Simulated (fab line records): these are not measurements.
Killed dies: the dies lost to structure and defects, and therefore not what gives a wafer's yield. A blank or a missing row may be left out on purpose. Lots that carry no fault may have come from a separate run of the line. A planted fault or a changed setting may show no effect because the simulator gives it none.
Which tool is to blame? + flow gf180mcu + 14 lots with 42 wafers sampled at 5 steps, on a route of 602 steps

== WHAT THE GAUGES SHOWED, per wafer ==
GF_SAB_THK_MEAS_01.
| lot  | measured     | on            | SAB_CVD_00_THK (nm) |
|------|--------------|---------------|---------------------|
| L316 | day 14 00:11 | film-metro-04 | 49.0 49.4 50.7      |
| L317 | day 14 07:55 | film-metro-04 | 49.4 49.8 49.9      |
| L319 | day 14 22:55 | film-metro-04 | 49.8 49.7 50.6      |
| L320 | day 15 13:07 | film-metro-03 | 49.4 49.1 50.3      |
| L321 | day 15 17:14 | film-metro-03 | 50.1 49.8 51.2      |
| L322 | day 16 05:18 | film-metro-04 | 49.8 50.6 50.9      |
| L323 | day 16 16:41 | film-metro-04 | 49.5 49.4 49.9      |
| L324 | day 17 13:33 | film-metro-02 | 49.7 50.1 50.0      |
| L326 | day 18 02:05 | film-metro-03 | 49.7 49.9 50.3      |
| L328 | day 18 20:22 | film-metro-02 | 50.2 50.4 50.5      |
| L329 | day 19 05:11 | film-metro-04 | 49.6 50.4 50.5      |
| L331 | day 19 11:45 | film-metro-02 | 49.8 50.8 49.8      |
| L337 | day 21 14:12 | film-metro-04 | 50.2 50.5 50.3      |
| L339 | day 22 06:28 | film-metro-04 | 48.7 49.6 50.0      |

GF_SAB_CD_MEAS_09: target cd 420 nm.
| lot  | measured     | on        | cd-nm (nm)        |
|------|--------------|-----------|-------------------|
| L316 | day 14 20:34 | cd-sem-02 | 418.9 419.8 418.0 |
| L317 | day 15 04:11 | cd-sem-02 | 419.1 419.4 420.5 |
| L319 | day 15 20:25 | cd-sem-02 | 422.5 421.7 421.8 |
| L320 | day 16 15:10 | cd-sem-01 | 421.4 422.4 419.6 |
| L321 | day 16 15:23 | cd-sem-02 | 422.8 419.3 421.2 |
| L322 | day 17 03:19 | cd-sem-02 | 416.1 415.7 415.5 |
| L323 | day 17 15:04 | cd-sem-01 | 420.0 419.6 420.8 |
| L324 | day 18 12:46 | cd-sem-01 | 418.8 419.6 418.2 |
| L326 | day 19 01:44 | cd-sem-01 | 418.5 418.4 421.6 |
| L328 | day 19 20:16 | cd-sem-02 | 417.8 417.7 417.2 |
| L329 | day 20 04:40 | cd-sem-01 | 417.9 419.4 420.1 |
| L331 | day 20 11:22 | cd-sem-01 | 421.5 420.7 422.1 |
| L337 | day 22 13:24 | cd-sem-01 | 418.3 418.8 420.5 |
| L339 | day 23 05:26 | cd-sem-01 | 416.5 417.4 418.7 |

GF_SALICIDE_THK_MEAS_05: measures by xrf.
| lot  | measured     | on            | SALICIDE_TIN_THK (nm) |
|------|--------------|---------------|-----------------------|
| L316 | day 14 21:17 | film-metro-01 | 20.06 19.89 19.98     |
| L317 | day 15 04:52 | film-metro-01 | 19.94 20.04 20.02     |
| L319 | day 15 21:03 | film-metro-03 | 19.73 19.85 19.42     |
| L320 | day 16 15:50 | film-metro-03 | 19.96 19.63 19.60     |
| L321 | day 16 16:04 | film-metro-01 | 20.40 20.48 20.37     |
| L322 | day 17 03:58 | film-metro-03 | 19.88 20.07 20.18     |
| L323 | day 17 15:52 | film-metro-01 | 19.97 19.79 19.99     |
| L324 | day 18 13:37 | film-metro-01 | 19.98 20.01 20.06     |
| L326 | day 19 02:23 | film-metro-02 | 19.96 20.06 19.90     |
| L328 | day 19 20:56 | film-metro-02 | 19.84 19.90 19.83     |
| L329 | day 20 05:19 | film-metro-02 | 18.63 18.47 18.47     |
| L331 | day 20 12:01 | film-metro-01 | 18.45 18.15 18.41     |
| L337 | day 22 14:04 | film-metro-03 | 19.89 19.83 20.06     |
| L339 | day 23 06:06 | film-metro-03 | 20.17 20.14 20.19     |

GF_CONTACT_THK_MEAS_01.
| lot  | measured     | on            | CONTACT_CVD_00_THK (nm) |
|------|--------------|---------------|-------------------------|
| L316 | day 14 21:43 | film-metro-04 | 295.4 299.6 298.4       |
| L317 | day 15 05:16 | film-metro-04 | 297.4 296.8 296.9       |
| L319 | day 15 21:27 | film-metro-01 | 300.2 299.7 294.5       |
| L320 | day 16 16:15 | film-metro-02 | 297.8 299.4 296.8       |
| L321 | day 16 16:28 | film-metro-01 | 297.6 294.2 295.8       |
| L322 | day 17 04:28 | film-metro-02 | 300.9 302.3 301.8       |
| L323 | day 17 16:27 | film-metro-04 | 294.6 299.3 294.8       |
| L324 | day 18 14:01 | film-metro-04 | 295.9 294.6 295.4       |
| L326 | day 19 02:47 | film-metro-02 | 296.3 304.0 304.2       |
| L328 | day 19 21:20 | film-metro-04 | 301.9 299.9 297.8       |
| L329 | day 20 05:43 | film-metro-04 | 296.4 297.7 299.8       |
| L331 | day 20 12:25 | film-metro-02 | 297.3 297.3 294.3       |
| L337 | day 22 14:28 | film-metro-01 | 291.9 294.6 294.1       |
| L339 | day 23 06:30 | film-metro-04 | 300.1 300.1 298.6       |

== TOOL THAT RAN EACH LOT (tool first, then ch and the chambers of the sampled wafers, then the start) ==
| lot  | GF_SALICIDE_SPUTTER_03       |
|------|------------------------------|
| L316 | pvd-sputter-04, day 14 21:09 |
| L317 | pvd-sputter-01, day 15 04:42 |
| L319 | pvd-sputter-03, day 15 20:53 |
| L320 | pvd-sputter-03, day 16 15:42 |
| L321 | pvd-sputter-04, day 16 15:54 |
| L322 | pvd-sputter-03, day 17 03:48 |
| L323 | pvd-sputter-04, day 17 15:43 |
| L324 | pvd-sputter-03, day 18 13:28 |
| L326 | pvd-sputter-04, day 19 02:13 |
| L328 | pvd-sputter-04, day 19 20:47 |
| L329 | pvd-sputter-03, day 20 05:08 |
| L331 | pvd-sputter-03, day 20 11:51 |
| L337 | pvd-sputter-04, day 22 13:53 |
| L339 | pvd-sputter-04, day 23 05:56 |
- GF_SALICIDE_SPUTTER_03: material TiN, target thk 20 nm, time 16.7 s.

== WHAT THE TOOLS THEMSELVES READ (means of the sampled wafers that have a number; where no wafer has one, the mark that the record gives instead) ==
GF_SALICIDE_SPUTTER_03.
| lot  | tool           | cathode-dc-power-W (W) | throttle-valve-pct (%) |
|------|----------------|------------------------|------------------------|
| L316 | pvd-sputter-04 | 6498.7                 | 30.2                   |
| L317 | pvd-sputter-01 | 6500.4                 | 28.8                   |
| L319 | pvd-sputter-03 | 6500.5                 | 29.7                   |
| L320 | pvd-sputter-03 | 6500.1                 | 29.9                   |
| L321 | pvd-sputter-04 | 6499.2                 | 30.0                   |
| L322 | pvd-sputter-03 | 6499.6                 | 30.6                   |
| L323 | pvd-sputter-04 | 6499.2                 | 30.5                   |
| L324 | pvd-sputter-03 | 6500.5                 | 30.0                   |
| L326 | pvd-sputter-04 | 6500.4                 | 29.9                   |
| L328 | pvd-sputter-04 | 6499.1                 | 30.1                   |
| L329 | pvd-sputter-03 | 6007.6                 | 30.6                   |
| L331 | pvd-sputter-03 | 6007.3                 | 29.9                   |
| L337 | pvd-sputter-04 | 6500.8                 | 30.5                   |
| L339 | pvd-sputter-04 | 6499.9                 | 31.7                   |

== THE ANSWER, worked out from the rows above alone ==
Rule: usual is defined by the lots themselves. Put in order of their means at a reading, lots are off if they are a third of the lots or fewer, leave a main group of 4 or more, and stand apart from it by a gap of 3 or more times the standard deviation of the main group's means; of several such gaps the widest counts. Not used: any main group whose means are identical at the precision the tables above print for the reading. A lot without any number at a reading at which 4 lots or more have one is off too. The other lots that the step has rows for count as sound. Order of review: gauges by route order, followed by the tools' own readings, for which a lot's mean as printed above is used. At the first step where some lot is off, the reading lying furthest off is the one used; lots without a number count as furthest.
Off: L329, L331, at GF_SALICIDE_THK_MEAS_05 (SALICIDE_TIN_THK). Main group: mean 19.97 nm, sd 0.19.
A tool fits if, at a process step before that reading, it ran every lot that is off, and no sound lot after the first of them. The gauges at GF_SALICIDE_THK_MEAS_05 aren't tried: what is off there is off at GF_SALICIDE_SPUTTER_03 too, on other tools, and a gauge's error can't cause that. One fits: GF_SALICIDE_SPUTTER_03 on pvd-sputter-03. Its last sound lot is L324 (day 18 13:28), its first lot that is off L329 (day 20 05:08): a fault that began between those two fits.
On the lots that are off, the tool's own readings at GF_SALICIDE_SPUTTER_03 differ by more than 5 times the standard deviation of the sound lots' means, which bears it out; cathode-dc-power-W reads 6007.5 W there versus 6499.9 W on the sound lots.

== WHAT WAS PUT IN BY THE SIMULATOR ==
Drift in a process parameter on pvd-sputter-03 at GF_SALICIDE_SPUTTER_03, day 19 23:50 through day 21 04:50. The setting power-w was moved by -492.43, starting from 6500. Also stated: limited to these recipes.
Lots struck among those shown: L329, L331. The rule above reached the same finding.
